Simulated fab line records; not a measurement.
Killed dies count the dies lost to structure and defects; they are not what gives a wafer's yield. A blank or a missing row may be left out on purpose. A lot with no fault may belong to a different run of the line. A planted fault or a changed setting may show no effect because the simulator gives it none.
fab line records	flow gf180mcu	part 1 of 2: steps 1 to 24 of 34
[record] lots = 5	wafers = 15	last_day = 34
route steps=602 shown VT_IMPLANT@113 MVSD@136 NWELL@137 LVPWELL@138 MVPSD@139 DUAL_GATE@141
lots with no fault: from the same line, run without faults
start_h: the number of hours between the record's first day and the start of the first shown wafer of the lot	wait_h: hours from the lot's prior step to this one	" unchanged from the row above	L1.1+2: a row that stands for several wafers	- no value, or no start was given	* or withheld: withheld	< > ~ a bound
route shown NAME@n: NAME is a module with steps in the file, n the number in the route of the first one	usual: mean/standard deviation taken from wafers without a fault	same: alike in all rows	chamber/n: place in a boat	sites: readings site by site	_std_site: the standard deviation of these	_edge_site: inner sites' mean taken away from outer sites' mean	radius_mm: for every site, how far away it sits from the centre of the wafer	mask NAME#n: copy n	behind: the tool/chamber that last shaped the wafer	hold: the reason the lot was held/the length of the hold in hours/how it ended	device: transistor that didn't switch, given as n, p or np	end of line: at the end of the route, the tests of the same wafers	a step with no rows: only its recipe	killed: the dies lost at the first sort to structure and to defects; this is not the yield of the wafer	map: per-die view of a wafer (x killed, . not killed, _ where there is no die)
set.NAME: the setting as run; set.NAME@STEP: as run at that earlier step	model.NAME: the simulator's own value behind a step, which no gauge read
lots at selected steps of the route; one table per step, one row per wafer
services: the hour from which a tool's chamber was out of use, counted from the record's first day as start_h (under 0 if before that day), plus the number of hours and why
[[steps]]
[step GF_VT_IMPLANT_HMDS_23]
[recipe] prime_time_s = 60	prime_temp_c = 120
[usual] resist_line_temp_C = 22.99/0.1
lot.wafer	tool	chamber	start_h	wait_h	resist_line_temp_C
L077.2	litho_track-02	0	151.91	0.1	22.93
L077.3	"	0	"	"	23.08
L077.6	"	0	"	"	23.00
L085.1	litho_track-02	0	203.84	0.1	22.99
L085.2	"	0	"	"	23.12
L085.5	"	0	"	"	23.01
L089.2	litho_track-01	0	230.94	0.1	22.82
L089.3	"	0	"	"	22.88
L089.6	"	0	"	"	22.78
L090.1	litho_track-01	0	236.52	0.1	23.02
L090.4	"	0	"	"	23.08
L090.6	"	0	"	"	22.98
L096.4	litho_track-01	0	274.34	0.1	23.00
L096.5	"	0	"	"	22.99
L096.6	"	0	"	"	22.86
[step GF_VT_IMPLANT_COAT_24]
[recipe] resist = NOVOLAK	spin_rpm = 3000	resist_thk_nm = 1000
[usual] resist_line_temp_C = 23.02/0.11
lot.wafer	tool	chamber	start_h	wait_h	resist_line_temp_C
L077.2	litho_track-02	0	152.06	0.1	23.01
L077.3	"	0	"	"	23.16
L077.6	"	0	"	"	23.19
L085.1	litho_track-02	0	203.99	0.1	22.85
L085.2	"	0	"	"	23.03
L085.5	"	0	"	"	23.02
L089.2	litho_track-01	0	231.09	0.1	22.90
L089.3	"	0	"	"	22.92
L089.6	"	0	"	"	22.89
L090.1	litho_track-01	0	236.67	0.1	23.03
L090.4	"	0	"	"	23.09
L090.6	"	0	"	"	22.96
L096.4	litho_track-01	0	274.49	0.1	23.06
L096.5	"	0	"	"	22.96
L096.6	"	0	"	"	23.13
[step GF_VT_IMPLANT_SOFTBAKE_25]
[recipe] temp_c = 90	time_s = 60	resist = NOVOLAK
[usual] heater_power_total_W = 56.59/0.046	resist_line_temp_C = 23.01/0.095
lot.wafer	tool	chamber	start_h	wait_h	heater_power_total_W	resist_line_temp_C
L077.2	litho_track-02	0	152.21	0.1	56.56	23.00
L077.3	"	0	"	"	56.60	22.90
L077.6	"	0	"	"	56.49	23.12
L085.1	litho_track-02	0	204.14	0.1	56.68	23.09
L085.2	"	0	"	"	56.68	23.19
L085.5	"	0	"	"	56.59	23.12
L089.2	litho_track-01	0	231.24	0.1	56.63	23.02
L089.3	"	0	"	"	56.63	22.94
L089.6	"	0	"	"	56.52	22.93
L090.1	litho_track-01	0	236.82	0.1	56.53	23.19
L090.4	"	0	"	"	56.62	23.01
L090.6	"	0	"	"	56.63	23.08
L096.4	litho_track-01	0	274.64	0.1	56.60	23.19
L096.5	"	0	"	"	56.62	22.92
L096.6	"	0	"	"	56.43	23.10
[step GF_VT_IMPLANT_EXPOSE_26]
[recipe] mask_id = LVPWELL_HV_AREA	target_cd_nm = 860	na = 0.6	source_shape = conventional	sigma_outer = 0.6	dose_mj = 140
[usual] reticle_temp_C = 22.99/0.099
[same] na = 0.6
lot.wafer	tool	chamber	start_h	wait_h	mask	reticle_temp_C
L077.2	iline_stepper-01	0	-	-	LVPWELL_HV_AREA#0	23.00
L077.3	"	0	"	"	LVPWELL_HV_AREA#0	23.09
L077.6	"	0	"	"	LVPWELL_HV_AREA#0	22.87
L085.1	iline_stepper-02	0	-	-	LVPWELL_HV_AREA#0	22.90
L085.2	"	0	"	"	LVPWELL_HV_AREA#0	22.90
L085.5	"	0	"	"	LVPWELL_HV_AREA#0	22.88
L089.2	iline_stepper-02	0	-	-	LVPWELL_HV_AREA#0	22.94
L089.3	"	0	"	"	LVPWELL_HV_AREA#0	23.11
L089.6	"	0	"	"	LVPWELL_HV_AREA#0	23.03
L090.1	iline_stepper-02	0	-	-	LVPWELL_HV_AREA#0	23.19
L090.4	"	0	"	"	LVPWELL_HV_AREA#0	23.00
L090.6	"	0	"	"	LVPWELL_HV_AREA#0	23.01
L096.4	iline_stepper-01	0	-	-	LVPWELL_HV_AREA#0	22.98
L096.5	"	0	"	"	LVPWELL_HV_AREA#0	23.10
L096.6	"	0	"	"	LVPWELL_HV_AREA#0	23.02
[step GF_VT_IMPLANT_PEB_27]
[recipe] temp_c = withheld	time_s = *	resist = NOVOLAK
[usual] resist_line_temp_C = *
lot.wafer	tool	chamber	start_h	wait_h	resist_line_temp_C
L077.2	litho_track-01	0	-	-	*
L077.3	"	0	"	"	*
L077.6	"	0	"	"	*
L085.1	litho_track-01	0	-	-	*
L085.2	"	0	"	"	*
L085.5	"	0	"	"	*
L089.2	litho_track-02	0	-	-	*
L089.3	"	0	"	"	*
L089.6	"	0	"	"	*
L090.1	litho_track-01	0	-	-	*
L090.4	"	0	"	"	*
L090.6	"	0	"	"	*
L096.4	litho_track-01	0	-	-	*
L096.5	"	0	"	"	*
L096.6	"	0	"	"	*
[step GF_VT_IMPLANT_DEVELOP_28]
[recipe] develop_time_s = 60	dev_temp_c = 23
[usual] resist_line_temp_C = 22.98/0.12
lot.wafer	tool	chamber	start_h	wait_h	resist_line_temp_C
L077.2	litho_track-01	0	160.24	0.1	23.10
L077.3	"	0	"	"	23.09
L077.6	"	0	"	"	23.05
L085.1	litho_track-01	0	212.92	0.1	23.04
L085.2	"	0	"	"	22.89
L085.5	"	0	"	"	23.03
L089.2	litho_track-02	0	239.86	0.1	22.92
L089.3	"	0	"	"	22.71
L089.6	"	0	"	"	22.92
L090.1	litho_track-01	0	245.37	0.1	23.11
L090.4	"	0	"	"	23.04
L090.6	"	0	"	"	23.29
L096.4	litho_track-01	0	283.54	0.1	23.01
L096.5	"	0	"	"	22.90
L096.6	"	0	"	"	22.83
[step GF_VT_IMPLANT_OVL_MEAS_29]
[usual] VT_IMPLANT_02_OVL = -0.2/1.7
lot.wafer	tool	chamber	start_h	wait_h	VT_IMPLANT_02_OVL[nm]
L077.2	overlay-01	-	160.37	0.1	-1.7
L077.3	"	-	"	"	-2.5
L077.6	"	-	"	"	-2.9
L085.1	overlay-02	-	213.07	0.1	-1.0
L085.2	"	-	"	"	0.8
L085.5	"	-	"	"	0.1
L089.2	overlay-02	-	239.99	0.1	3.0
L089.3	"	-	"	"	3.1
L089.6	"	-	"	"	2.7
L090.1	overlay-01	-	245.52	0.1	-1.6
L090.4	"	-	"	"	-2.6
L090.6	"	-	"	"	-0.6
L096.4	overlay-01	-	283.63	0.1	-0.2
L096.5	"	-	"	"	0.4
L096.6	"	-	"	"	-0.4
[step GF_VT_IMPLANT_IMPLANT_30]
[recipe] species = B	energy_kev = 25	dose_cm2 = 2.534e+12	tilt_deg = 7
lot.wafer	tool	chamber	start_h	wait_h
L077.2+3+6	implanter-02	0	160.43	0.0
L085.1+2+5	implanter-02	0	213.10	0.0
L089.2+3+6	implanter-04	0	240.05	0.0
L090.1+4+6	implanter-04	0	245.55	0.0
L096.4+5+6	implanter-03	0	283.73	0.1
[step GF_VT_IMPLANT_STRIP_31]
[recipe] chemistry = O2/N2	power_w = 1400	pressure_mtorr = 1500	platen_temp_c = 250	o2_flow_sccm = 3000	n2_flow_sccm = 300	overash_fraction = 0.5
[usual] drypump_motor_current_A = 5.7/0.42	heater_power_w = 327/22	oes_product_au = 0.717/0.0045	strip_time_to_endpoint_s = 12.62/0.043
lot.wafer	tool	chamber	start_h	wait_h	drypump_motor_current_A	heater_power_w	oes_product_au	rf_hours_counter_h	strip_time_to_endpoint_s
L077.2	plasma_asher-03	1	160.55	0.1	6.0	325	0.715	53	12.67
L077.3	"	1	"	"	6.0	326	0.715	-	12.64
L077.6	"	1	"	"	6.0	329	0.720	-	12.68
L085.1	plasma_asher-02	1	213.25	0.1	5.5	345	0.719	42	12.66
L085.2	"	0	"	"	6.1	312	0.717	42	12.67
L085.5	"	0	"	"	6.1	305	0.713	-	12.67
L089.2	plasma_asher-03	0	240.17	0.1	4.9	313	0.716	61	12.58
L089.3	"	1	"	"	6.0	334	0.717	-	12.59
L089.6	"	1	"	"	6.0	320	0.715	-	12.55
L090.1	plasma_asher-02	0	245.70	0.1	6.1	303	0.713	46	12.64
L090.4	"	0	"	"	6.1	309	0.710	-	12.66
L090.6	"	1	"	"	5.5	337	0.710	-	12.60
L096.4	plasma_asher-03	1	283.84	0.1	6.0	324	0.718	-	12.58
L096.5	"	1	"	"	6.0	322	0.719	-	12.65
L096.6	"	0	"	"	4.9	317	0.713	-	12.60
[step GF_VT_IMPLANT_TW_MEAS_32]
[usual] VT_IMPLANT_3_TW = 267.5/1.9
lot.wafer	tool	chamber	start_h	wait_h	VT_IMPLANT_3_TW
L077.2	film_metro-01	-	160.66	0.1	269.5
L077.3	"	-	"	"	269.5
L077.6	"	-	"	"	267.5
L085.1	film_metro-01	-	213.35	0.1	267.7
L085.2	"	-	"	"	264.9
L085.5	"	-	"	"	266.6
L089.2	film_metro-01	-	240.28	0.1	268.2
L089.3	"	-	"	"	268.1
L089.6	"	-	"	"	266.0
L090.1	film_metro-02	-	245.80	0.1	270.7
L090.4	"	-	"	"	271.9
L090.6	"	-	"	"	272.4
L096.4	film_metro-02	-	283.93	0.1	268.2
L096.5	"	-	"	"	269.2
L096.6	"	-	"	"	269.9
[step GF_VT_IMPLANT_DEHYDRATE_33]
[recipe] temp_c = 200	time_s = 60
[usual] heater_power_total_W = 160.38/0.13	resist_line_temp_C = 23.01/0.11
lot.wafer	tool	chamber	start_h	wait_h	heater_power_total_W	resist_line_temp_C
L077.2	litho_track-04	0	167.86	7.2	160.58	22.96
L077.3	"	0	"	"	160.39	22.81
L077.6	"	0	"	"	160.35	23.03
L085.1	litho_track-01	0	221.42	8.1	160.47	23.05
L085.2	"	0	"	"	160.24	23.02
L085.5	"	0	"	"	160.44	23.07
L089.2	litho_track-01	0	248.99	8.7	160.22	23.12
L089.3	"	0	"	"	160.24	23.09
L089.6	"	0	"	"	160.62	23.08
L090.1	litho_track-02	0	254.84	9.0	160.32	22.95
L090.4	"	0	"	"	160.63	23.01
L090.6	"	0	"	"	160.37	23.13
L096.4	litho_track-02	0	293.31	9.4	160.24	22.92
L096.5	"	0	"	"	160.52	23.07
L096.6	"	0	"	"	160.24	22.99
[step GF_VT_IMPLANT_HMDS_34]
[recipe] prime_time_s = 60	prime_temp_c = 120
[usual] resist_line_temp_C = 23.01/0.1
lot.wafer	tool	chamber	start_h	wait_h	resist_line_temp_C
L077.2	litho_track-04	0	168.01	0.1	22.84
L077.3	"	0	"	"	22.87
L077.6	"	0	"	"	23.00
L085.1	litho_track-01	0	221.57	0.1	23.04
L085.2	"	0	"	"	22.91
L085.5	"	0	"	"	22.87
L089.2	litho_track-01	0	249.14	0.1	22.82
L089.3	"	0	"	"	22.86
L089.6	"	0	"	"	22.80
L090.1	litho_track-02	0	254.99	0.1	23.01
L090.4	"	0	"	"	23.01
L090.6	"	0	"	"	23.02
L096.4	litho_track-02	0	293.46	0.1	23.19
L096.5	"	0	"	"	23.13
L096.6	"	0	"	"	23.13
[step GF_VT_IMPLANT_COAT_35]
[recipe] resist = NOVOLAK	spin_rpm = 3000	resist_thk_nm = 1000
[usual] resist_line_temp_C = 23.02/0.12
lot.wafer	tool	chamber	start_h	wait_h	resist_line_temp_C
L077.2	litho_track-04	0	168.16	0.1	22.99
L077.3	"	0	"	"	23.05
L077.6	"	0	"	"	23.13
L085.1	litho_track-01	0	221.72	0.1	23.08
L085.2	"	0	"	"	22.87
L085.5	"	0	"	"	22.97
L089.2	litho_track-01	0	249.29	0.1	23.23
L089.3	"	0	"	"	23.22
L089.6	"	0	"	"	23.04
L090.1	litho_track-02	0	255.14	0.1	22.92
L090.4	"	0	"	"	22.93
L090.6	"	0	"	"	23.11
L096.4	litho_track-02	0	293.61	0.1	22.98
L096.5	"	0	"	"	23.01
L096.6	"	0	"	"	23.08
[step GF_VT_IMPLANT_SOFTBAKE_36]
[recipe] temp_c = 90	time_s = 60	resist = NOVOLAK
[usual] heater_power_total_W = 56.60/0.043	resist_line_temp_C = 23.01/0.11
lot.wafer	tool	chamber	start_h	wait_h	heater_power_total_W	resist_line_temp_C
L077.2	litho_track-04	0	168.31	0.1	56.61	22.78
L077.3	"	0	"	"	56.61	23.00
L077.6	"	0	"	"	56.55	23.03
L085.1	litho_track-01	0	221.87	0.1	56.64	23.04
L085.2	"	0	"	"	56.56	22.93
L085.5	"	0	"	"	56.62	23.27
L089.2	litho_track-01	0	249.44	0.1	56.55	23.05
L089.3	"	0	"	"	56.56	22.95
L089.6	"	0	"	"	56.60	22.97
L090.1	litho_track-02	0	255.29	0.1	56.62	23.05
L090.4	"	0	"	"	56.59	23.09
L090.6	"	0	"	"	56.71	22.97
L096.4	litho_track-02	0	293.76	0.1	56.64	22.95
L096.5	"	0	"	"	56.60	22.98
L096.6	"	0	"	"	56.56	23.11
[step GF_VT_IMPLANT_EXPOSE_37]
[recipe] mask_id = Nwell_HV_AREA	target_cd_nm = 860	na = 0.6	source_shape = conventional	sigma_outer = 0.6	dose_mj = 140
[usual] reticle_temp_C = 23.00/0.096
[same] na = 0.6
lot.wafer	tool	chamber	start_h	wait_h	mask	reticle_temp_C
L077.2	iline_stepper-01	0	-	-	Nwell_HV_AREA#0	23.05
L077.3	"	0	"	"	Nwell_HV_AREA#0	22.99
L077.6	"	0	"	"	Nwell_HV_AREA#0	23.06
L085.1	iline_stepper-01	0	-	-	Nwell_HV_AREA#0	23.01
L085.2	"	0	"	"	Nwell_HV_AREA#0	23.01
L085.5	"	0	"	"	Nwell_HV_AREA#0	22.94
L089.2	iline_stepper-02	0	-	-	Nwell_HV_AREA#0	22.93
L089.3	"	0	"	"	Nwell_HV_AREA#0	23.00
L089.6	"	0	"	"	Nwell_HV_AREA#0	22.98
L090.1	iline_stepper-02	0	-	-	Nwell_HV_AREA#0	23.14
L090.4	"	0	"	"	Nwell_HV_AREA#0	23.10
L090.6	"	0	"	"	Nwell_HV_AREA#0	23.10
L096.4	iline_stepper-02	0	-	-	Nwell_HV_AREA#0	22.96
L096.5	"	0	"	"	Nwell_HV_AREA#0	23.06
L096.6	"	0	"	"	Nwell_HV_AREA#0	23.09
[step GF_VT_IMPLANT_PEB_38]
[recipe] temp_c = withheld	time_s = *	resist = NOVOLAK
[usual] resist_line_temp_C = *
lot.wafer	tool	chamber	start_h	wait_h	resist_line_temp_C
L077.2	litho_track-04	0	-	-	*
L077.3	"	0	"	"	*
L077.6	"	0	"	"	*
L085.1	litho_track-04	0	-	-	*
L085.2	"	0	"	"	*
L085.5	"	0	"	"	*
L089.2	litho_track-04	0	-	-	*
L089.3	"	0	"	"	*
L089.6	"	0	"	"	*
L090.1	litho_track-02	0	-	-	*
L090.4	"	0	"	"	*
L090.6	"	0	"	"	*
L096.4	litho_track-04	0	-	-	*
L096.5	"	0	"	"	*
L096.6	"	0	"	"	*
[step GF_VT_IMPLANT_DEVELOP_39]
[recipe] develop_time_s = 60	dev_temp_c = 23
[usual] resist_line_temp_C = 23.01/0.098
lot.wafer	tool	chamber	start_h	wait_h	resist_line_temp_C
L077.2	litho_track-04	0	176.76	0.1	22.96
L077.3	"	0	"	"	22.87
L077.6	"	0	"	"	22.91
L085.1	litho_track-04	0	230.69	0.1	23.14
L085.2	"	0	"	"	23.24
L085.5	"	0	"	"	23.20
L089.2	litho_track-04	0	258.91	0.1	23.02
L089.3	"	0	"	"	22.95
L089.6	"	0	"	"	22.98
L090.1	litho_track-02	0	264.24	0.1	22.94
L090.4	"	0	"	"	23.01
L090.6	"	0	"	"	23.05
L096.4	litho_track-04	0	303.46	0.1	22.96
L096.5	"	0	"	"	23.17
L096.6	"	0	"	"	23.06
[step GF_VT_IMPLANT_OVL_MEAS_40]
[usual] VT_IMPLANT_03_OVL = -0.4/1.1
lot.wafer	tool	chamber	start_h	wait_h	VT_IMPLANT_03_OVL[nm]
L077.2	overlay-02	-	176.90	0.1	-0.1
L077.3	"	-	"	"	-1.5
L077.6	"	-	"	"	-0.2
L085.1	overlay-02	-	230.84	0.1	0.3
L085.2	"	-	"	"	0.0
L085.5	"	-	"	"	-0.8
L089.2	overlay-02	-	259.04	0.1	0.9
L089.3	"	-	"	"	-0.4
L089.6	"	-	"	"	-1.2
L090.1	overlay-02	-	264.39	0.1	1.0
L090.4	"	-	"	"	-0.8
L090.6	"	-	"	"	0.7
L096.4	overlay-01	-	303.56	0.1	1.3
L096.5	"	-	"	"	1.5
L096.6	"	-	"	"	0.0
[step GF_VT_IMPLANT_IMPLANT_41]
[recipe] species = As	energy_kev = 70	dose_cm2 = 1.013e+12	tilt_deg = 7
lot.wafer	tool	chamber	start_h	wait_h
L077.2+3+6	implanter-03	0	176.95	0.0
L085.1+2+5	implanter-04	0	230.87	0.0
L089.2+3+6	implanter-03	0	259.10	0.0
L090.1+4+6	implanter-03	0	264.42	0.0
L096.4+5+6	implanter-04	0	303.65	0.1
[step GF_VT_IMPLANT_STRIP_42]
[recipe] chemistry = O2/N2	power_w = 1400	pressure_mtorr = 1500	platen_temp_c = 250	o2_flow_sccm = 3000	n2_flow_sccm = 300	overash_fraction = 0.5
[usual] drypump_motor_current_A = 5.7/0.38	heater_power_w = 330/23	oes_product_au = 0.716/0.0052	strip_time_to_endpoint_s = 12.64/0.037
lot.wafer	tool	chamber	start_h	wait_h	drypump_motor_current_A	heater_power_w	oes_product_au	rf_hours_counter_h	strip_time_to_endpoint_s
L077.2	plasma_asher-01	1	177.08	0.1	5.9	364	0.716	6	12.65
L077.3	"	1	"	"	5.9	368	0.723	-	12.66
L077.6	"	0	"	"	5.8	303	0.716	-	12.61
L085.1	plasma_asher-02	1	231.02	0.1	5.5	345	0.719	44	12.56
L085.2	"	0	"	"	6.1	309	0.712	44	12.60
L085.5	"	1	"	"	5.5	349	0.720	-	12.66
L089.2	plasma_asher-01	1	259.22	0.1	5.9	376	0.721	14	12.61
L089.3	"	1	"	"	5.9	378	0.722	-	12.56
L089.6	"	1	"	"	5.9	366	0.722	-	12.60
L090.1	plasma_asher-03	0	264.57	0.1	4.9	319	0.723	63	12.67
L090.4	"	0	"	"	4.9	311	0.708	-	12.68
L090.6	"	1	"	"	6.0	323	0.715	-	12.73
L096.4	plasma_asher-02	1	303.76	0.1	5.5	335	0.721	-	12.63
L096.5	"	0	"	"	6.1	315	0.716	-	12.64
L096.6	"	1	"	"	5.5	340	0.715	-	12.62
[step GF_VT_IMPLANT_TW_MEAS_43]
[usual] VT_IMPLANT_4_TW = 688/4.6
lot.wafer	tool	chamber	start_h	wait_h	VT_IMPLANT_4_TW
L077.2	film_metro-01	-	177.19	0.1	694
L077.3	"	-	"	"	686
L077.6	"	-	"	"	691
L085.1	film_metro-02	-	231.16	0.1	697
L085.2	"	-	"	"	693
L085.5	"	-	"	"	692
L089.2	film_metro-03	-	259.33	0.1	681
L089.3	"	-	"	"	683
L089.6	"	-	"	"	684
L090.1	film_metro-03	-	264.67	0.1	683
L090.4	"	-	"	"	683
L090.6	"	-	"	"	682
L096.4	film_metro-01	-	303.85	0.1	689
L096.5	"	-	"	"	685
L096.6	"	-	"	"	686
[step GF_VT_IMPLANT_CLEAN_44]
[recipe] chemistry = SC1/SC2	mix = 1:4:20	temp_c = 70	time_s = 150	dry = n2_spin
[usual] bath_heat_duty_pct = 13.3/1.1
lot.wafer	tool	chamber	start_h	wait_h	bath_heat_duty_pct
L077.2	wet_bench-03	2	177.24	0.0	12.9
L077.3	"	2	"	"	13.6
L077.6	"	2	"	"	13.3
L085.1	wet_bench-03	3	231.22	0.1	12.2
L085.2	"	3	"	"	12.9
L085.5	"	3	"	"	13.5
L089.2	wet_bench-02	0	259.38	0.0	13.7
L089.3	"	0	"	"	14.5
L089.6	"	0	"	"	12.4
L090.1	wet_bench-03	0	264.73	0.1	16.4
L090.4	"	0	"	"	16.5
L090.6	"	0	"	"	16.1
L096.4	wet_bench-01	3	303.88	0.0	14.2
L096.5	"	3	"	"	15.2
L096.6	"	3	"	"	14.1
[step GF_VT_IMPLANT_RTA_45]
[recipe] temp_c = 1050	time_s = 30	ambient = N2
[usual] chamber_o2_ppm = 2.005/0.023	lamp_power_pct = 42.5/1.2	wafer_temp_C_max = 1055.0/1.8
lot.wafer	tool	chamber	start_h	wait_h	chamber_o2_ppm	lamp_power_pct	wafer_temp_C_max
L077.2	rtp_anneal-01	0	177.30	0.0	1.999	41.1	1053.1
L077.3	"	0	"	"	1.955	41.1	1053.3
L077.6	"	0	"	"	1.998	41.1	1054.2
L085.1	rtp_anneal-02	0	231.28	0.0	1.994	43.5	1055.0
L085.2	"	0	"	"	2.024	43.6	1057.6
L085.5	"	0	"	"	1.956	43.5	1056.0
L089.2	rtp_anneal-02	0	259.45	0.0	2.051	43.5	1056.5
L089.3	"	0	"	"	1.988	43.5	1058.1
L089.6	"	0	"	"	2.010	43.5	1056.3
L090.1	rtp_anneal-01	0	264.78	0.0	1.993	41.2	1052.8
L090.4	"	0	"	"	1.988	41.2	1051.9
L090.6	"	0	"	"	2.015	41.1	1052.2
L096.4	rtp_anneal-01	0	303.98	0.1	1.995	41.2	1054.1
L096.5	"	0	"	"	2.011	41.2	1053.4
L096.6	"	0	"	"	1.973	41.2	1052.4
[step GF_VT_IMPLANT_RS_MEAS_46]
[recipe] thk_meas_gauge = four-point-probe
[usual] MVSD_RS = 457.1/1
lot.wafer	tool	chamber	start_h	wait_h	MVSD_RS[ohm/sq]
L077.2	film_metro-02	-	177.41	0.1	457.1
L077.3	"	-	"	"	457.3
L077.6	"	-	"	"	457.6
L085.1	film_metro-03	-	231.38	0.1	458.2
L085.2	"	-	"	"	457.4
L085.5	"	-	"	"	457.3
L089.2	film_metro-04	-	259.55	0.1	456.5
L089.3	"	-	"	"	456.6
L089.6	"	-	"	"	457.4
L090.1	film_metro-04	-	264.88	0.1	457.8
L090.4	"	-	"	"	458.9
L090.6	"	-	"	"	457.7
L096.4	film_metro-03	-	304.09	0.1	458.3
L096.5	"	-	"	"	459.7
L096.6	"	-	"	"	458.0
